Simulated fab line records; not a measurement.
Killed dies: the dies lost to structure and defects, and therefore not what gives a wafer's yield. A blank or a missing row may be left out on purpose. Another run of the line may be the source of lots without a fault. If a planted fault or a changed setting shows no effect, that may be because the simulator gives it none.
The tool behind it: which one? || flow gf180mcu || 18 wafers sampled from 6 lots at 1 step of a route of 602

== WHAT EACH GAUGE READ, for each wafer ==
GF_STI_THK_MEAS_02.
{"lot": "L514", "measured": "day 1 17:26", "on": "film metro-02", "STI_OXIDATION_THK (nm)": "10.04 9.97 9.90"}
{"lot": "L516", "measured": "day 2 07:04", "on": "film metro-02", "STI_OXIDATION_THK (nm)": "9.83 9.96 9.77"}
{"lot": "L520", "measured": "day 3 03:37", "on": "film metro-04", "STI_OXIDATION_THK (nm)": "10.00 9.99 10.08"}
{"lot": "L523", "measured": "day 3 13:31", "on": "film metro-04", "STI_OXIDATION_THK (nm)": "9.97 9.91 9.70"}
{"lot": "L525", "measured": "day 3 23:52", "on": "film metro-01", "STI_OXIDATION_THK (nm)": "10.05 10.07 10.34"}
{"lot": "L535", "measured": "day 6 01:36", "on": "film metro-01", "STI_OXIDATION_THK (nm)": "9.90 9.88 9.92"}

== WHAT TOOL EACH LOT RAN ON (gives the tool, then ch and the chambers of the sampled wafers, and finally the start) ==
No process step before these readings appears in the record.

== THE ANSWER, worked out from the rows above alone ==
Rule: usual is defined by the lots themselves. Put in order of their means at a reading, lots are off if they are a third of the lots or fewer, leave a main group of 4 or more, and stand apart from it by a gap of 3 or more times the standard deviation of the main group's means; of several such gaps the widest counts. A main group is skipped when, at the precision printed for the reading in the tables above, its means are all equal. A lot without any number at a reading at which 4 lots or more have one is off too. The other lots that the step has rows for count as sound.
No lot is off at any reading shown: from this, nothing can be told.

== WHAT THE SIMULATOR PUT IN ==
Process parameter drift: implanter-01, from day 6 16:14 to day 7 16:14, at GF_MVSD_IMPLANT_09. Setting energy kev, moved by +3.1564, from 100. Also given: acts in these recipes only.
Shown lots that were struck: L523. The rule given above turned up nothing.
